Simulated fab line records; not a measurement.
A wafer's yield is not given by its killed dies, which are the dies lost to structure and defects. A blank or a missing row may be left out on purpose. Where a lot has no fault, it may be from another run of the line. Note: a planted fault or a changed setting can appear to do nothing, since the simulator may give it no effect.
What tool caused it? || flow gf180mcu || 12 lots, 36 wafers sampled, at 2 steps of a route of 602

## WHAT THE GAUGES READ, wafer by wafer
GF_CONTACT_THK_MEAS_01.
{"lot": "L745", "measured": "day 15 13:33", "on": "film metro-02", "CONTACT_CVD_00_THK (nm)": "299 301 303"}
{"lot": "L747", "measured": "day 16 06:02", "on": "film metro-02", "CONTACT_CVD_00_THK (nm)": "291 299 297"}
{"lot": "L750", "measured": "day 17 06:56", "on": "film metro-04", "CONTACT_CVD_00_THK (nm)": "298 302 296"}
{"lot": "L753", "measured": "day 18 05:20", "on": "film metro-01", "CONTACT_CVD_00_THK (nm)": "301 303 299"}
{"lot": "L754", "measured": "day 18 21:45", "on": "film metro-02", "CONTACT_CVD_00_THK (nm)": "299 301 296"}
{"lot": "L755", "measured": "day 19 02:26", "on": "film metro-04", "CONTACT_CVD_00_THK (nm)": "299 304 300"}
{"lot": "L758", "measured": "day 20 07:05", "on": "film metro-02", "CONTACT_CVD_00_THK (nm)": "297 299 299"}
{"lot": "L759", "measured": "day 20 17:16", "on": "film metro-04", "CONTACT_CVD_00_THK (nm)": "300 297 306"}
{"lot": "L762", "measured": "day 21 16:00", "on": "film metro-01", "CONTACT_CVD_00_THK (nm)": "299 296 300"}
{"lot": "L763", "measured": "day 21 21:17", "on": "film metro-01", "CONTACT_CVD_00_THK (nm)": "293 301 301"}
{"lot": "L764", "measured": "day 22 06:16", "on": "film metro-04", "CONTACT_CVD_00_THK (nm)": "303 301 301"}
{"lot": "L766", "measured": "day 23 01:58", "on": "film metro-02", "CONTACT_CVD_00_THK (nm)": "297 298 300"}

## WHAT TOOL EACH LOT RAN ON (gives the tool, then ch and the chambers of the sampled wafers, and finally the start)
{"lot": "L745", "GF_SAB_CVD_00": "pecvd-04 ch 0,1, day 14 14:49"}
{"lot": "L747", "GF_SAB_CVD_00": "pecvd-03 ch 0,2, day 15 06:58"}
{"lot": "L750", "GF_SAB_CVD_00": "pecvd-04 ch 0,1,2, day 16 08:07"}
{"lot": "L753", "GF_SAB_CVD_00": "pecvd-03 ch 1,2, day 17 05:16"}
{"lot": "L754", "GF_SAB_CVD_00": "pecvd-02 ch 0,1, day 17 20:46"}
{"lot": "L755", "GF_SAB_CVD_00": "pecvd-02 ch 0,1,2, day 18 02:04"}
{"lot": "L758", "GF_SAB_CVD_00": "pecvd-04 ch 0,2, day 19 05:18"}
{"lot": "L759", "GF_SAB_CVD_00": "pecvd-04 ch 0,1,2, day 19 16:15"}
{"lot": "L762", "GF_SAB_CVD_00": "pecvd-04 ch 0,1,2, day 20 15:06"}
{"lot": "L763", "GF_SAB_CVD_00": "pecvd-02 ch 0,1,2, day 20 21:00"}
{"lot": "L764", "GF_SAB_CVD_00": "pecvd-04 ch 0,2, day 21 05:46"}
{"lot": "L766", "GF_SAB_CVD_00": "pecvd-03 ch 1,2, day 22 01:27"}
- GF_SAB_CVD_00: deposits SiO2 from TEOS, target thk 50 nm, time 4.9302 s.

## WHAT THE TOOLS THEMSELVES READ (means of the sampled wafers that have a number; where no wafer has one, the mark that the record gives instead)
GF_SAB_CVD_00.
{"lot": "L745", "tool": "pecvd-04", "heater power w (W)": 668}
{"lot": "L747", "tool": "pecvd-03", "heater power w (W)": 650}
{"lot": "L750", "tool": "pecvd-04", "heater power w (W)": 671}
{"lot": "L753", "tool": "pecvd-03", "heater power w (W)": 659}
{"lot": "L754", "tool": "pecvd-02", "heater power w (W)": 703}
{"lot": "L755", "tool": "pecvd-02", "heater power w (W)": 709}
{"lot": "L758", "tool": "pecvd-04", "heater power w (W)": 634}
{"lot": "L759", "tool": "pecvd-04", "heater power w (W)": 696}
{"lot": "L762", "tool": "pecvd-04", "heater power w (W)": 707}
{"lot": "L763", "tool": "pecvd-02", "heater power w (W)": 724}
{"lot": "L764", "tool": "pecvd-04", "heater power w (W)": 654}
{"lot": "L766", "tool": "pecvd-03", "heater power w (W)": 666}

## THE ANSWER, worked out from the rows above alone
Rule: the lots themselves supply what counts as usual. Put in order of their means at a reading, lots are off if they are a third of the lots or fewer, leave a main group of 4 or more, and stand apart from it by a gap of 3 or more times the standard deviation of the main group's means; of several such gaps the widest counts. If all means in a main group match to the digits the tables above print for the reading, that group is not used. Also off: a lot with no number at a reading for which 4 or more lots have one. Where the step has rows for the other lots, those lots are counted as sound. The gauges are gone through in route order, then the tools' own readings, and for those a lot's mean is taken as printed above. At the first step where some lot is off, the reading lying furthest off is the one used; lots without a number count as furthest.
No lot is off at any reading shown: from this, nothing can be told.

## WHAT THE SIMULATOR PUT IN
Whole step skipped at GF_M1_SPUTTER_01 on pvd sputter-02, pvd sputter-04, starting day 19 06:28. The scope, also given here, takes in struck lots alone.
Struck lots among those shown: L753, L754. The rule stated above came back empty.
